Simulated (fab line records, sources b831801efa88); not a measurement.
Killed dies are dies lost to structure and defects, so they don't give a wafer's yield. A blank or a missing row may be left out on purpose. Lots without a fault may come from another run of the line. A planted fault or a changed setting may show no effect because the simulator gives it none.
Split-lot experiment | flow gf180mcu | 5 lots, 23 wafers read, on a route of 602 steps

THE SPLIT
At GF_V5_CMP_04 (polishes SiO2), the setting leave_above_ref_nm was moved away from the recipe's 855 nm on 11 of the 23 wafers read, by -6.4% to +7.4%. The other wafers ran this setting at the recipe's value.

FROM THE SPLIT TO THE READING: what the file shows between them, 5 steps
- GF_V5_EXPOSE_11: exposes mask Via5, target cd 260 nm (also split here: dose_mj)
- GF_V5_PEB_12: peb time 90 s
- GF_V5_DEVELOP_13: develop time 60 s
- GF_V5_CD_MEAS_14: target cd 260 nm
- GF_V5_ETCH_16: etches BARC in N2/H2

THE READING
oes_product_au, in a.u., at GF_V5_ETCH_17 (etches SiO2 in C4F8/O2/Ar, stops on TiN, target depth 855 nm). Fault-free wafers of this fab line usually give 0.861 a.u., standard deviation 0.0042 a.u..

wafer  | tool, chamber at the split | leave_above_ref_nm as run, nm | against the recipe | oes_product_au, a.u. | against lot-mates on the recipe
L077.1 | cmp-02, 2                  | 800.3                         | -6.4%              | 0.833                | -0.028
L077.3 | cmp-02, 1                  | 855                           | recipe             | 0.863                | -
L077.4 | cmp-02, 3                  | 800.3                         | -6.4%              | 0.835                | -0.026
L077.5 | cmp-02, 1                  | 855                           | recipe             | 0.858                | -
L077.6 | cmp-02, 0                  | 800.3                         | -6.4%              | 0.832                | -0.029
L078.1 | cmp-01, 0                  | 855                           | recipe             | 0.860                | -
L078.3 | cmp-01, 1                  | 918.3                         | +7.4%              | 0.895                | +0.034
L078.4 | cmp-01, 2,1                | 918.3                         | +7.4%              | 0.892                | +0.031
L078.5 | cmp-01, 2                  | 855                           | recipe             | 0.863                | -
L078.6 | cmp-01, 2,1                | 918.3                         | +7.4%              | 0.901                | +0.040
L080.2 | cmp-01, 0                  | 855                           | recipe             | 0.853                | -
L080.3 | cmp-01, 3                  | 855                           | recipe             | 0.856                | -
L080.4 | cmp-01, 2                  | 855                           | recipe             | 0.859                | -
L082.1 | cmp-02, 2                  | 855                           | recipe             | 0.855                | -
L082.2 | cmp-02, 3                  | 855                           | recipe             | 0.857                | -
L082.3 | cmp-02, 0                  | 836                           | -2.2%              | 0.857                | +0.001
L082.4 | cmp-02, 1                  | 855                           | recipe             | 0.857                | -
L082.6 | cmp-02, 3                  | 836                           | -2.2%              | 0.856                | +0.000
L083.1 | cmp-02, 1                  | 855                           | recipe             | 0.866                | -
L083.2 | cmp-02, 2                  | 807.2                         | -5.6%              | 0.838                | -0.024
L083.3 | cmp-02, 0                  | 855                           | recipe             | 0.858                | -
L083.4 | cmp-02, 3                  | 807.2                         | -5.6%              | 0.836                | -0.026
L083.5 | cmp-02, 0                  | 807.2                         | -5.6%              | 0.827                | -0.035
Where a row lists several chambers, the file gives one row for several wafers and doesn't say which wafer went through which chamber.

THE FIT
A straight line over all 23 wafers: oes_product_au changes by +0.00454 a.u. for each +1% of leave_above_ref_nm; r = +0.97; the points scatter about the line by 0.0044 a.u..
The same after taking each lot's own level away (the mean of its wafers on the recipe; 23 wafers): +0.00455 a.u. for each +1%; r = +0.97; scatter 0.0045 a.u..
On that fit, the largest move of leave_above_ref_nm shifts the reading by 0.034 a.u..
The lots' own levels span 0.8560 to 0.8620 a.u., that is 1.4 times the standard deviation above.
So the lot-to-lot level changes the slope little: the two slopes agree.
Check: with one of the wafers moved furthest among these (+7.4%) left out of the fit, the line predicts +0.0349 a.u. for it against its lot-mates. It came out at +0.0335 a.u. against them.

OTHER SPLITS ON THESE WAFERS
These wafers also went through other splits before the reading. Each is held against what the fit with the lots' levels taken away leaves over:
other split on the same wafers | wafers away from the commonest value | r with oes_product_au (lot level and that fit taken away)
GF_MIM_CVD_05 time_s           | 10                                   | -0.13
GF_MIM_METAL_ETCH_19 time_s    | 8                                    | -0.01
GF_M5_PEB_05 peb_temp_c        | 11                                   | +0.18
GF_V5_EXPOSE_11 dose_mj        | 8                                    | +0.01

THE WHOLE CHAIN: every reading that the file lists as answering this split, in the file's order
step          | what it does                                                 | reading                                                                   | change (the file's fit)                   | r (the file's)
GF_V5_CMP_04  | polishes SiO2                                                | SiO2_of_V5_CVD_02.thk_nm (the simulator's own value, which no gauge read) | +8.57 nm for each +1% of the setting      | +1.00
GF_V5_ETCH_17 | etches SiO2 in C4F8/O2/Ar, stops on TiN, target depth 855 nm | oes_product_au                                                            | +0.00448 a.u. for each +1% of the setting | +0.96
GF_V5_ETCH_17 | etches SiO2 in C4F8/O2/Ar, stops on TiN, target depth 855 nm | V5.feature_depth_nm (the simulator's own value, which no gauge read)      | +8.57 nm for each +1% of the setting      | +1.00
GF_V5_ETCH_17 | etches SiO2 in C4F8/O2/Ar, stops on TiN, target depth 855 nm | etch.depth_nm (the simulator's own value, which no gauge read)            | +8.57 nm for each +1% of the setting      | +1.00

THE FILE'S OWN FIT
oes_product_au changes by +0.00448 a.u. for each +1% of leave_above_ref_nm, r = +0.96.
